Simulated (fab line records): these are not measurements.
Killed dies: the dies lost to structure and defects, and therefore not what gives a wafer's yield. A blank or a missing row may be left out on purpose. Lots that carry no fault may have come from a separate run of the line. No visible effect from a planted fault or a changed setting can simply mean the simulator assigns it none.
fab line records	flow sky130
record: lots: 5	wafers: 15	last-day: 50
route steps=708 shown LDD_LDN@302 SPACER@304 POLY_CUT@307 SD_P@320 RES_XHIGH@332
lots with no fault: from the same line, run without faults
start-h: the number of hours between the record's first day and the start of the first shown wafer of the lot	wait-h: hours since the lot's step before	" same as the row above	L1.1+2: a single row standing in for several wafers	- no value, or no start was given	* or withheld: withheld	< > ~ a bound
route shown NAME@n: a module of which the file shows steps, and the number in the route of the first	usual: mean/standard deviation of fault-free wafers	same: alike in all rows	chamber/n: place in a boat	sites: readings site by site	_std_site: standard deviation of those values	_edge_site: outer sites' mean less inner sites'	radius-mm: for every site, how far away it sits from the centre of the wafer	mask NAME#n: copy n	behind: the tool/chamber that last shaped the wafer	hold: cause of the lot's hold/its duration in hours/its outcome	device: transistor that didn't switch, given as n, p or np	end of line: the tests these same wafers got at the end of their route	where a step has no rows: the recipe by itself	killed: at the first sort, the dies lost to defects and structure; wafer yield is something else	map: the dies of a wafer, with x for killed, . for not killed, _ for no die there
set.NAME: setting as actually run; set.NAME@STEP: the setting as run at that earlier step	model.NAME: the simulator's own value behind a step, which no gauge read
certain route steps with their lots: each step a table, each wafer a row
services: when a tool's chamber went out of use (start-h, in hours from the record's first day, below 0 if earlier), for how many hours, and the reason
== steps ==
step: SKY_LDD_LDN_TW_MEAS_13
usual: LDD_LDN_TW: 1493/22
lot.wafer	tool	chamber	start-h	wait-h	LDD_LDN_TW
L078.1	film-metro-02	-	560.61	0.1	1453
L078.3	"	-	"	"	1461
L078.5	"	-	"	"	1459
L080.1	film-metro-02	-	574.06	0.1	1460
L080.5	"	-	"	"	1451
L080.6	"	-	"	"	1462
L084.2	film-metro-04	-	607.88	0.1	1513
L084.4	"	-	"	"	1511
L084.6	"	-	"	"	1512
L094.1	film-metro-04	-	688.30	0.1	1503
L094.4	"	-	"	"	1513
L094.6	"	-	"	"	1507
L097.2	film-metro-02	-	717.68	0.1	1462
L097.3	"	-	"	"	1458
L097.5	"	-	"	"	1466
step: SKY_LDD_LDN_CLEAN_14
recipe: chemistry: SC1/SC2	mix: 1:4:20	temp-c: 70	time-s: 150	dry: n2-spin
lot.wafer	tool	chamber	start-h	wait-h
L078.1+3+5	wet-bench-01	3	560.67	0.1
L080.1+5+6	wet-bench-02	3	574.12	0.1
L084.2+4+6	wet-bench-03	1	607.93	0.0
L094.1+4+6	wet-bench-01	0	688.36	0.1
L097.2+3+5	wet-bench-02	1	717.73	0.0
step: SKY_SPACER_CVD_00
recipe: material: Si3N4	precursor: DCS/NH3	target-thk-nm: 43.1	temp-c: 770	time-s: 740	pressure-mtorr: 250
usual: zone-power-bottom-pct: 21.3/2.5	zone-power-top-pct: 24.4/0.35
lot.wafer	tool	chamber	start-h	wait-h	zone-power-bottom-pct	zone-power-top-pct
L078.1	lpcvd-02	0	560.73	0.0	18.5	24.0
L078.3	"	0	"	"	18.2	24.4
L078.5	"	0	"	"	18.0	24.3
L080.1	lpcvd-02	1	574.17	0.0	23.0	24.7
L080.5	"	1	"	"	23.4	24.6
L080.6	"	1	"	"	23.7	24.3
L084.2	lpcvd-02	0	609.59	1.6	18.0	24.1
L084.4	"	0	"	"	18.2	23.8
L084.6	"	0	"	"	18.0	23.8
L094.1	lpcvd-02	0	690.67	2.3	17.9	24.0
L094.4	"	0	"	"	18.2	24.1
L094.6	"	0	"	"	18.3	24.4
L097.2	lpcvd-02	0	717.78	0.0	18.1	24.1
L097.3	"	0	"	"	18.1	24.0
L097.5	"	0	"	"	18.0	24.0
step: SKY_SPACER_THK_MEAS_01
recipe: reads: Si3N4_of_SPACER_CVD_00
usual: SPACER_CVD_00_THK: 43.2/0.36
lot.wafer	tool	chamber	start-h	wait-h	SPACER_CVD_00_THK[nm]
L078.1	film-metro-01	-	561.93	0.0	43.4
L078.3	"	-	"	"	43.8
L078.5	"	-	"	"	43.8
L080.1	film-metro-04	-	575.38	0.0	43.1
L080.5	"	-	"	"	43.3
L080.6	"	-	"	"	42.9
L084.2	film-metro-02	-	610.81	0.0	42.8
L084.4	"	-	"	"	42.8
L084.6	"	-	"	"	42.9
L094.1	film-metro-02	-	692.48	0.0	43.4
L094.4	"	-	"	"	42.9
L094.6	"	-	"	"	42.7
L097.2	film-metro-01	-	719.00	0.0	43.3
L097.3	"	-	"	"	43.2
L097.5	"	-	"	"	43.0
step: SKY_SPACER_ETCHBACK_02
recipe: chemistry: CH3F/O2	target: Si3N4	stop-on: SiO2	source-w: 400	bias-w: 80	pressure-mtorr: 25	ch3f-flow-sccm: 40	O2_flow_sccm: 30	time-s: 46.7	target-depth-a: 450
usual: ch3f-flow-sccm: 40.00/0.13	chamber-pressure-mTorr: 24.999/0.024	drypump-motor-current-A: 5.8/0.48	oes-product-au: 0.856/0.0057	throttle-valve-pct: 10.562/0.0087
lot.wafer	tool	chamber	start-h	wait-h	ch3f-flow-sccm	chamber-pressure-mTorr	drypump-motor-current-A	oes-product-au	rf-hours-counter-h	throttle-valve-pct
L078.1	rie-diel-01	1	561.99	0.1	39.92	25.006	5.4	0.853	37	10.573
L078.3	"	2	"	"	40.15	25.014	5.9	0.857	7	10.575
L078.5	"	1	"	"	40.06	25.018	5.4	0.864	-	10.578
L080.1	rie-diel-03	3	575.44	0.1	40.13	24.994	4.7	0.858	55	10.562
L080.5	"	2	"	"	40.07	25.004	6.3	0.861	-	10.580
L080.6	"	3	"	"	40.23	24.982	4.8	0.849	-	10.556
L084.2	rie-diel-03	0	610.86	0.0	39.98	25.019	5.5	0.848	2	10.562
L084.4	"	2	"	"	40.06	25.005	6.3	0.848	9	10.568
L084.6	"	2	"	"	40.12	25.018	6.3	0.844	-	10.555
L094.1	rie-diel-04	1	692.54	0.1	39.87	24.980	6.6	0.851	3	10.551
L094.4	"	1	"	"	39.89	24.975	6.6	0.853	-	10.560
L094.6	"	0	"	"	40.22	25.010	5.5	0.841	-	10.553
L097.2	rie-diel-01	3	719.05	0.0	39.84	25.017	5.8	0.860	7	10.559
L097.3	"	1	"	"	39.75	25.002	5.4	0.851	40	10.564
L097.5	"	2	"	"	39.94	24.996	5.9	0.849	-	10.571
step: SKY_POLY_CUT_DEHYDRATE_00
recipe: temp-c: 200	time-s: 60
lot.wafer	tool	chamber	start-h	wait-h
L078.1+3+5	litho-track-04	0	576.01	14.0
L080.1+5+6	litho-track-02	0	588.89	13.4
L084.2+4+6	litho-track-04	0	624.89	14.0
L094.1+4+6	litho-track-01	0	705.73	13.2
L097.2+3+5	litho-track-01	0	731.65	12.6
step: SKY_POLY_CUT_HMDS_01
recipe: prime-time-s: 60	prime-temp-c: 120
lot.wafer	tool	chamber	start-h	wait-h
L078.1+3+5	litho-track-04	0	576.16	0.1
L080.1+5+6	litho-track-02	0	589.04	0.1
L084.2+4+6	litho-track-04	0	625.04	0.1
L094.1+4+6	litho-track-01	0	705.88	0.1
L097.2+3+5	litho-track-01	0	731.80	0.1
step: SKY_POLY_CUT_COAT_02
recipe: resist: BARC	temp-c: withheld	time-s: withheld	spin-rpm: 3000	resist-thk-nm: 60
lot.wafer	tool	chamber	start-h	wait-h
L078.1+3+5	litho-track-04	0	576.31	0.1
L080.1+5+6	litho-track-02	0	589.19	0.1
L084.2+4+6	litho-track-04	0	625.19	0.1
L094.1+4+6	litho-track-01	0	706.03	0.1
L097.2+3+5	litho-track-01	0	731.95	0.1
step: SKY_POLY_CUT_COAT_03
recipe: resist: KrF-thick	spin-rpm: 3000	resist-thk-nm: 450
lot.wafer	tool	chamber	start-h	wait-h
L078.1+3+5	litho-track-04	0	-	-
L080.1+5+6	litho-track-02	0	-	-
L084.2+4+6	litho-track-04	0	-	-
L094.1+4+6	litho-track-01	0	-	-
L097.2+3+5	litho-track-01	0	-	-
step: SKY_POLY_CUT_SOFTBAKE_04
recipe: temp-c: 100	time-s: 90	resist: KrF-thick
lot.wafer	tool	chamber	start-h	wait-h
L078.1+3+5	litho-track-04	0	-	-
L080.1+5+6	litho-track-02	0	-	-
L084.2+4+6	litho-track-04	0	-	-
L094.1+4+6	litho-track-01	0	-	-
L097.2+3+5	litho-track-01	0	-	-
step: SKY_POLY_CUT_EXPOSE_05
recipe: mask-id: NPCM	na: 0.8	source-shape: annular	sigma-inner: 0.55	sigma-outer: 0.85	target-cd-nm: 270	dose-mj: 32
lot.wafer	tool	chamber	start-h	wait-h	mask
L078.1+3+5	krf-scanner-02	0	-	-	NPCM#0
L080.1+5+6	krf-scanner-02	0	-	-	NPCM#0
L084.2+4+6	krf-scanner-02	0	-	-	NPCM#0
L094.1+4+6	krf-scanner-01	0	-	-	NPCM#0
L097.2+3+5	krf-scanner-02	0	-	-	NPCM#0
step: SKY_POLY_CUT_PEB_06
recipe: peb-temp-c: withheld	peb-time-s: withheld	resist: KrF-thick
lot.wafer	tool	chamber	start-h	wait-h
L078.1+3+5	litho-track-01	0	-	-
L080.1+5+6	litho-track-04	0	-	-
L084.2+4+6	litho-track-02	0	-	-
L094.1+4+6	litho-track-01	0	-	-
L097.2+3+5	litho-track-01	0	-	-
step: SKY_POLY_CUT_DEVELOP_07
recipe: develop-time-s: 60	resist: KrF-thick	dev-temp-c: 21
lot.wafer	tool	chamber	start-h	wait-h
L078.1+3+5	litho-track-01	0	-	-
L080.1+5+6	litho-track-04	0	-	-
L084.2+4+6	litho-track-02	0	-	-
L094.1+4+6	litho-track-01	0	-	-
L097.2+3+5	litho-track-01	0	-	-
step: SKY_POLY_CUT_CD_MEAS_08
recipe: target-cd-nm: 270
usual: cd-nm: 269.8/1.5
lot.wafer	tool	chamber	start-h	wait-h	cd-nm
L078.1	cd-sem-01	-	590.93	-	271.6
L078.3	"	-	"	"	272.7
L078.5	"	-	"	"	271.5
L080.1	cd-sem-02	-	604.02	-	268.5
L080.5	"	-	"	"	270.0
L080.6	"	-	"	"	269.1
L084.2	cd-sem-02	-	640.46	-	270.4
L084.4	"	-	"	"	269.0
L084.6	"	-	"	"	268.6
L094.1	cd-sem-01	-	720.83	-	267.2
L094.4	"	-	"	"	266.0
L094.6	"	-	"	"	267.6
L097.2	cd-sem-01	-	746.50	-	270.8
L097.3	"	-	"	"	271.2
L097.5	"	-	"	"	270.3
step: SKY_POLY_CUT_OVL_MEAS_09
usual: POLY_CUT_OVL: 0/6
lot.wafer	tool	chamber	start-h	wait-h	POLY_CUT_OVL[nm]
L078.1	overlay-02	-	591.05	0.1	0
L078.3	"	-	"	"	8
L078.5	"	-	"	"	2
L080.1	overlay-01	-	604.14	0.1	0
L080.5	"	-	"	"	0
L080.6	"	-	"	"	3
L084.2	overlay-01	-	640.57	0.1	-1
L084.4	"	-	"	"	-3
L084.6	"	-	"	"	-3
L094.1	overlay-02	-	720.95	0.1	1
L094.4	"	-	"	"	-1
L094.6	"	-	"	"	-3
L097.2	overlay-02	-	746.60	0.1	3
L097.3	"	-	"	"	10
L097.5	"	-	"	"	4
step: SKY_POLY_CUT_ETCH_10
recipe: chemistry: N2/H2	target: BARC	ion-energy-ev: 200	source-w: 500	bias-w: 100	pressure-mtorr: 30	n2-flow-sccm: 100	h2-flow-sccm: 200	stop-on: SiO2	time-s: 45.9	target-depth-a: 600
usual: chamber-pressure-mTorr: 30.000/0.029	drypump-motor-current-A: 5.7/0.51	n2-flow-sccm: 100.05/0.29	oes-product-au: 0.854/0.0052	throttle-valve-pct: 13.224/0.0093
lot.wafer	tool	chamber	start-h	wait-h	chamber-pressure-mTorr	drypump-motor-current-A	n2-flow-sccm	oes-product-au	rf-hours-counter-h	throttle-valve-pct
L078.1	rie-diel-02	2	591.08	0.0	29.987	5.7	100.33	0.858	11	13.221
L078.3	"	3	"	"	30.037	5.9	99.53	0.852	9	13.217
L078.5	"	0	"	"	29.915	4.8	100.21	0.846	-	13.225
L080.1	rie-diel-03	0	604.17	0.0	30.016	5.5	100.13	0.860	2	13.227
L080.5	"	1	"	"	29.951	6.0	100.23	0.858	-	13.245
L080.6	"	0	"	"	30.045	5.5	99.98	0.860	-	13.210
L084.2	rie-diel-01	1	640.60	0.0	29.991	5.4	100.80	0.849	39	13.238
L084.4	"	0	"	"	29.996	6.3	99.98	0.856	9	13.224
L084.6	"	0	"	"	29.999	6.3	100.21	0.864	-	13.233
L094.1	rie-diel-03	0	720.98	0.0	29.978	5.5	100.44	0.849	5	13.224
L094.4	"	1	"	"	29.970	6.0	100.22	0.853	-	13.233
L094.6	"	2	"	"	30.002	6.3	99.92	0.854	-	13.222
L097.2	rie-diel-02	2	746.63	0.0	30.010	5.8	99.93	0.855	14	13.228
L097.3	"	1	"	"	30.016	5.9	100.59	0.860	21	13.217
L097.5	"	2	"	"	29.997	5.8	100.29	0.852	-	13.211
step: SKY_POLY_CUT_ETCH_11
recipe: target: Si3N4	chemistry: CF4/CH2F2/Ar	stop-on: poly-Si	source-w: 600	bias-w: 150	pressure-mtorr: 40	cf4-flow-sccm: 40	ch2f2-flow-sccm: 20	Ar_flow_sccm: 150	time-s: 42.5	target-depth-a: 600
usual: chamber-pressure-mTorr: 40.00/0.033	drypump-motor-current-A: 5.7/0.52	oes-product-au: 0.832/0.005	throttle-valve-pct: 14.994/0.0088
lot.wafer	tool	chamber	start-h	wait-h	chamber-pressure-mTorr	drypump-motor-current-A	oes-product-au	rf-hours-counter-h	throttle-valve-pct
L078.1	rie-diel-02	2	591.13	0.0	40.03	5.7	0.835	11	14.995
L078.3	"	3	"	"	40.00	6.0	0.829	9	14.987
L078.5	"	0	"	"	39.99	4.8	0.836	-	15.006
L080.1	rie-diel-03	0	604.21	0.0	40.01	5.5	0.836	2	15.000
L080.5	"	1	"	"	40.00	6.0	0.836	-	15.002
L080.6	"	0	"	"	39.97	5.5	0.827	-	14.997
L084.2	rie-diel-01	1	640.64	0.0	40.02	5.4	0.827	39	14.992
L084.4	"	0	"	"	39.99	6.3	0.828	9	15.013
L084.6	"	0	"	"	39.99	6.3	0.823	-	14.979
L094.1	rie-diel-03	0	721.03	0.0	39.99	5.5	0.827	5	14.991
L094.4	"	1	"	"	40.01	6.0	0.834	-	14.994
L094.6	"	2	"	"	40.05	6.3	0.825	-	14.989
L097.2	rie-diel-02	2	746.68	0.0	40.03	5.7	0.828	14	14.989
L097.3	"	1	"	"	39.97	5.9	0.827	21	14.979
L097.5	"	2	"	"	40.06	5.7	0.830	-	14.992
step: SKY_POLY_CUT_STRIP_12
recipe: chemistry: O2/N2	power-w: 1400	pressure-mtorr: 1500	platen-temp-c: withheld	o2-flow-sccm: 3000	n2-flow-sccm: 300	overash-fraction: 0.5
usual: chamber-pressure-mTorr: 1499.9/1.5	drypump-motor-current-A: 5.67/0.16	n2-flow-sccm: 300.1/0.85	oes-product-au: 0.452/0.0041	strip-time-to-endpoint-s: 5.349/0.018
lot.wafer	tool	chamber	start-h	wait-h	chamber-pressure-mTorr	drypump-motor-current-A	n2-flow-sccm	oes-product-au	rf-hours-counter-h	strip-time-to-endpoint-s
L078.1	plasma-asher-02	0	591.17	0.0	1499.4	5.67	299.2	0.450	47	5.365
L078.3	"	1	"	"	1498.6	5.64	300.0	0.447	-	5.344
L078.5	"	0	"	"	1498.6	5.67	299.0	0.447	-	5.344
L080.1	plasma-asher-02	0	604.25	0.0	1502.7	5.65	300.5	0.449	49	5.372
L080.5	"	0	"	"	1501.6	5.65	301.2	0.448	-	5.365
L080.6	"	1	"	"	1501.6	5.62	300.8	0.459	-	5.382
L084.2	plasma-asher-01	0	640.68	0.0	1499.6	5.93	299.3	0.452	95	5.337
L084.4	"	1	"	"	1500.2	5.45	299.8	0.453	-	5.353
L084.6	"	0	"	"	1498.1	5.95	299.6	0.452	-	5.337
L094.1	plasma-asher-03	1	721.07	0.0	1501.6	5.87	300.8	0.449	27	5.344
L094.4	"	0	"	"	1500.8	5.54	300.0	0.445	-	5.347
L094.6	"	1	"	"	1500.5	5.88	300.8	0.442	-	5.360
L097.2	plasma-asher-02	0	746.72	0.0	1499.7	5.66	300.6	0.444	64	5.348
L097.3	"	0	"	"	1501.9	5.65	300.1	0.445	-	5.344
L097.5	"	1	"	"	1499.7	5.62	299.3	0.454	-	5.367
step: SKY_SD_P_DEHYDRATE_00
recipe: temp-c: 200	time-s: 60
lot.wafer	tool	chamber	start-h	wait-h
L078.1+3+5	litho-track-02	0	605.74	14.5
L080.1+5+6	litho-track-03	0	617.48	13.2
L084.2+4+6	litho-track-04	0	654.74	14.0
L094.1+4+6	litho-track-04	0	734.12	13.0
L097.2+3+5	litho-track-04	0	759.29	12.5
step: SKY_SD_P_HMDS_01
recipe: prime-time-s: 60	prime-temp-c: 120
lot.wafer	tool	chamber	start-h	wait-h
L078.1+3+5	litho-track-02	0	605.89	0.1
L080.1+5+6	litho-track-03	0	617.63	0.1
L084.2+4+6	litho-track-04	0	654.89	0.1
L094.1+4+6	litho-track-04	0	734.27	0.1
L097.2+3+5	litho-track-04	0	759.44	0.1
step: SKY_SD_P_COAT_02
recipe: resist: NOVOLAK	spin-rpm: 3000	resist-thk-nm: 1140
lot.wafer	tool	chamber	start-h	wait-h
L078.1+3+5	litho-track-02	0	606.04	0.1
L080.1+5+6	litho-track-03	0	617.78	0.1
L084.2+4+6	litho-track-04	0	655.04	0.1
L094.1+4+6	litho-track-04	0	734.42	0.1
L097.2+3+5	litho-track-04	0	759.59	0.1
step: SKY_SD_P_SOFTBAKE_03
recipe: temp-c: 90	time-s: 60	resist: NOVOLAK
lot.wafer	tool	chamber	start-h	wait-h
L078.1+3+5	litho-track-02	0	606.19	0.1
L080.1+5+6	litho-track-03	0	617.93	0.1
L084.2+4+6	litho-track-04	0	655.19	0.1
L094.1+4+6	litho-track-04	0	734.57	0.1
L097.2+3+5	litho-track-04	0	759.74	0.1
step: SKY_SD_P_EXPOSE_04
recipe: mask-id: PSDM	na: 0.6	source-shape: conventional	sigma-outer: 0.6	polarization: unpolarized	target-cd-nm: 380	dose-mj: 138
lot.wafer	tool	chamber	start-h	wait-h	mask
L078.1+3+5	iline-stepper-01	0	-	-	PSDM#0
L080.1+5+6	iline-stepper-02	0	-	-	PSDM#0
L084.2+4+6	iline-stepper-01	0	-	-	PSDM#0
L094.1+4+6	iline-stepper-02	0	-	-	PSDM#0
L097.2+3+5	iline-stepper-01	0	-	-	PSDM#0
step: SKY_SD_P_PEB_05
recipe: temp-c: withheld	time-s: *	resist: NOVOLAK
lot.wafer	tool	chamber	start-h	wait-h
L078.1+3+5	litho-track-04	0	-	-
L080.1+5+6	litho-track-03	0	-	-
L084.2+4+6	litho-track-04	0	-	-
L094.1+4+6	litho-track-03	0	-	-
L097.2+3+5	litho-track-03	0	-	-
step: SKY_SD_P_DEVELOP_06
recipe: resist: NOVOLAK	developer: TMAH	develop-time-s: 60	dev-temp-c: 23
lot.wafer	tool	chamber	start-h	wait-h
L078.1+3+5	litho-track-04	0	619.92	0.1
L080.1+5+6	litho-track-03	0	633.23	0.1
L084.2+4+6	litho-track-04	0	669.24	0.1
L094.1+4+6	litho-track-03	0	749.13	0.1
L097.2+3+5	litho-track-03	0	773.56	0.1
step: SKY_SD_P_CD_MEAS_07
recipe: target-cd-nm: 380
usual: cd-nm: 380.7/2.5
lot.wafer	tool	chamber	start-h	wait-h	cd-nm
L078.1	cd-sem-01	-	620.07	0.1	378.5
L078.3	"	-	"	"	380.4
L078.5	"	-	"	"	381.1
L080.1	cd-sem-02	-	633.38	0.1	378.6
L080.5	"	-	"	"	380.7
L080.6	"	-	"	"	379.6
L084.2	cd-sem-01	-	669.39	0.1	380.7
L084.4	"	-	"	"	383.1
L084.6	"	-	"	"	382.0
L094.1	cd-sem-02	-	749.28	0.1	380.0
L094.4	"	-	"	"	381.3
L094.6	"	-	"	"	382.5
L097.2	cd-sem-01	-	773.70	0.1	378.8
L097.3	"	-	"	"	382.9
L097.5	"	-	"	"	382.4
step: SKY_SD_P_OVL_MEAS_08
usual: SD_P_OVL: 0.1/1.5
lot.wafer	tool	chamber	start-h	wait-h	SD_P_OVL[nm]
L078.1	overlay-01	-	620.19	0.1	-1.8
L078.3	"	-	"	"	-0.3
L078.5	"	-	"	"	-0.3
L080.1	overlay-02	-	633.50	0.1	0.6
L080.5	"	-	"	"	-0.1
L080.6	"	-	"	"	-0.5
L084.2	overlay-01	-	669.49	0.1	-2.0
L084.4	"	-	"	"	-0.7
L084.6	"	-	"	"	-1.3
L094.1	overlay-01	-	749.40	0.1	1.3
L094.4	"	-	"	"	0.8
L094.6	"	-	"	"	0.6
L097.2	overlay-02	-	773.81	0.1	-1.1
L097.3	"	-	"	"	-1.7
L097.5	"	-	"	"	0.0
step: SKY_SD_P_IMPLANT_09
recipe: species: BF2	energy-kev: 20	dose-cm2: 3e+15	tilt-deg: 0
usual: beam-on-s: 13.3/0.5
lot.wafer	tool	chamber	start-h	wait-h	beam-on-s
L078.1	implanter-02	0	620.22	0.0	13.7
L078.3	"	0	"	"	13.7
L078.5	"	0	"	"	14.1
L080.1	implanter-03	0	633.54	0.0	12.4
L080.5	"	0	"	"	12.4
L080.6	"	0	"	"	13.0
L084.2	implanter-04	0	669.55	0.0	13.4
L084.4	"	0	"	"	13.1
L084.6	"	0	"	"	13.8
L094.1	implanter-04	0	749.44	0.0	13.7
L094.4	"	0	"	"	13.5
L094.6	"	0	"	"	13.5
L097.2	implanter-03	0	773.86	0.0	12.6
L097.3	"	0	"	"	12.7
L097.5	"	0	"	"	12.5
step: SKY_SD_P_STRIP_10
recipe: chemistry: O2/N2	power-w: 1400	pressure-mtorr: 1500	platen-temp-c: withheld	o2-flow-sccm: 3000	n2-flow-sccm: 300	overash-fraction: 0.5
usual: chamber-pressure-mTorr: 1499.9/1.3	drypump-motor-current-A: 5.5/0.34	n2-flow-sccm: 299.9/0.97	oes-product-au: 0.617/0.0045	strip-time-to-endpoint-s: 17.49/0.041
lot.wafer	tool	chamber	start-h	wait-h	chamber-pressure-mTorr	drypump-motor-current-A	n2-flow-sccm	oes-product-au	rf-hours-counter-h	strip-time-to-endpoint-s
L078.1	plasma-asher-04	0	620.37	0.1	1502.1	5.4	301.1	0.612	82	17.53
L078.3	"	0	"	"	1499.3	5.4	300.2	0.612	-	17.56
L078.5	"	1	"	"	1498.8	4.9	300.4	0.625	-	17.52
L080.1	plasma-asher-04	1	633.69	0.1	1500.1	4.9	300.2	0.618	83	17.52
L080.5	"	0	"	"	1500.5	5.4	300.1	0.617	-	17.50
L080.6	"	1	"	"	1499.2	4.9	300.4	0.620	-	17.57
L084.2	plasma-asher-01	1	669.67	0.1	1501.0	5.4	301.2	0.615	98	17.51
L084.4	"	1	"	"	1501.7	5.5	301.0	0.631	-	17.47
L084.6	"	1	"	"	1496.1	5.5	301.2	0.626	-	17.49
L094.1	plasma-asher-01	1	749.59	0.1	1499.3	5.5	299.7	0.617	1	17.48
L094.4	"	0	"	"	1501.0	5.9	299.8	0.613	-	17.46
L094.6	"	0	"	"	1499.7	5.9	300.5	0.620	-	17.42
L097.2	plasma-asher-01	1	773.99	0.1	1500.1	5.5	301.5	0.619	3	17.44
L097.3	"	1	"	"	1499.7	5.5	300.4	0.619	-	17.47
L097.5	"	0	"	"	1500.5	5.9	301.0	0.620	-	17.47
step: SKY_SD_P_TW_MEAS_11
usual: SD_P_TW: 2800/26
lot.wafer	tool	chamber	start-h	wait-h	SD_P_TW
L078.1	film-metro-01	-	620.47	0.1	2772
L078.3	"	-	"	"	2782
L078.5	"	-	"	"	2790
L080.1	film-metro-03	-	633.79	0.1	2846
L080.5	"	-	"	"	2834
L080.6	"	-	"	"	2847
L084.2	film-metro-02	-	669.78	0.1	2782
L084.4	"	-	"	"	2797
L084.6	"	-	"	"	2775
L094.1	film-metro-02	-	749.69	0.1	2792
L094.4	"	-	"	"	2800
L094.6	"	-	"	"	2796
L097.2	film-metro-02	-	774.10	0.1	2798
L097.3	"	-	"	"	2790
L097.5	"	-	"	"	2802
step: SKY_RES_XHIGH_DEHYDRATE_00
recipe: temp-c: 200	time-s: 60
lot.wafer	tool	chamber	start-h	wait-h
L078.1+3+5	litho-track-03	0	635.18	14.7
L080.1+5+6	litho-track-03	0	646.98	13.2
L084.2+4+6	litho-track-02	0	683.27	13.5
L094.1+4+6	litho-track-03	0	761.73	12.0
L097.2+3+5	litho-track-02	0	786.02	11.9
step: SKY_RES_XHIGH_HMDS_01
recipe: prime-time-s: 60	prime-temp-c: 120
lot.wafer	tool	chamber	start-h	wait-h
L078.1+3+5	litho-track-03	0	635.33	0.1
L080.1+5+6	litho-track-03	0	647.13	0.1
L084.2+4+6	litho-track-02	0	683.42	0.1
L094.1+4+6	litho-track-03	0	761.88	0.1
L097.2+3+5	litho-track-02	0	786.17	0.1
step: SKY_RES_XHIGH_COAT_02
recipe: resist: NOVOLAK	spin-rpm: 3000	resist-thk-nm: 1140
lot.wafer	tool	chamber	start-h	wait-h
L078.1+3+5	litho-track-03	0	635.48	0.1
L080.1+5+6	litho-track-03	0	647.28	0.1
L084.2+4+6	litho-track-02	0	683.57	0.1
L094.1+4+6	litho-track-03	0	762.03	0.1
L097.2+3+5	litho-track-02	0	786.32	0.1
step: SKY_RES_XHIGH_SOFTBAKE_03
recipe: temp-c: 90	time-s: 60	resist: NOVOLAK
lot.wafer	tool	chamber	start-h	wait-h
L078.1+3+5	litho-track-03	0	635.63	0.1
L080.1+5+6	litho-track-03	0	647.43	0.1
L084.2+4+6	litho-track-02	0	683.72	0.1
L094.1+4+6	litho-track-03	0	762.18	0.1
L097.2+3+5	litho-track-02	0	786.47	0.1
step: SKY_RES_XHIGH_EXPOSE_04
recipe: mask-id: URPM	na: 0.6	source-shape: conventional	sigma-outer: 0.6	polarization: unpolarized	target-cd-nm: 1270	dose-mj: 140
lot.wafer	tool	chamber	start-h	wait-h	mask
L078.1+3+5	iline-stepper-01	0	-	-	URPM#0
L080.1+5+6	iline-stepper-02	0	-	-	URPM#0
L084.2+4+6	iline-stepper-01	0	-	-	URPM#0
L094.1+4+6	iline-stepper-02	0	-	-	URPM#0
L097.2+3+5	iline-stepper-02	0	-	-	URPM#0
step: SKY_RES_XHIGH_PEB_05
recipe: temp-c: withheld	time-s: *	resist: NOVOLAK
lot.wafer	tool	chamber	start-h	wait-h
L078.1+3+5	litho-track-01	0	-	-
L080.1+5+6	litho-track-03	0	-	-
L084.2+4+6	litho-track-03	0	-	-
L094.1+4+6	litho-track-03	0	-	-
L097.2+3+5	litho-track-01	0	-	-
step: SKY_RES_XHIGH_DEVELOP_06
recipe: resist: NOVOLAK	developer: TMAH	develop-time-s: 60	dev-temp-c: 23
lot.wafer	tool	chamber	start-h	wait-h
L078.1+3+5	litho-track-01	0	649.33	0.1
L080.1+5+6	litho-track-03	0	661.63	0.1
L084.2+4+6	litho-track-03	0	697.41	0.1
L094.1+4+6	litho-track-03	0	776.03	0.1
L097.2+3+5	litho-track-01	0	799.35	0.1
== services ==
tool	chamber	start-h	hours	kind
iline-stepper-02	-	537.62	0.8	repair
krf-scanner-02	-	545.65	0.8	pm
rie-diel-02	3	546.28	8.9	repair
rie-diel-02	0	578.18	5.9	repair
iline-stepper-01	-	580.04	7.6	repair
rie-diel-02	3	595.54	6.8	repair
iline-stepper-01	-	597.45	2.2	repair
krf-scanner-02	-	605.13	1.0	pm
krf-scanner-02	-	606.41	0.1	repair
krf-scanner-02	-	621.43	1.3	pm
rie-diel-01	-	650.90	0.3	repair
rie-diel-01	2	676.88	3.9	repair
rie-diel-01	-	686.83	2.8	pm
rie-diel-03	-	693.34	0.4	repair
krf-scanner-02	-	700.13	4.0	pm
iline-stepper-02	-	700.27	1.7	pm
plasma-asher-01	-	701.64	20.0	pm
iline-stepper-01	-	707.41	1.7	pm
krf-scanner-02	-	714.45	0.8	pm
rie-diel-01	2	719.80	6.3	repair
krf-scanner-02	-	722.87	0.3	repair
plasma-asher-01	-	733.75	9.0	pm
plasma-asher-01	-	736.25	8.4	repair
iline-stepper-02	-	798.83	1.5	repair
== key ==
fault none
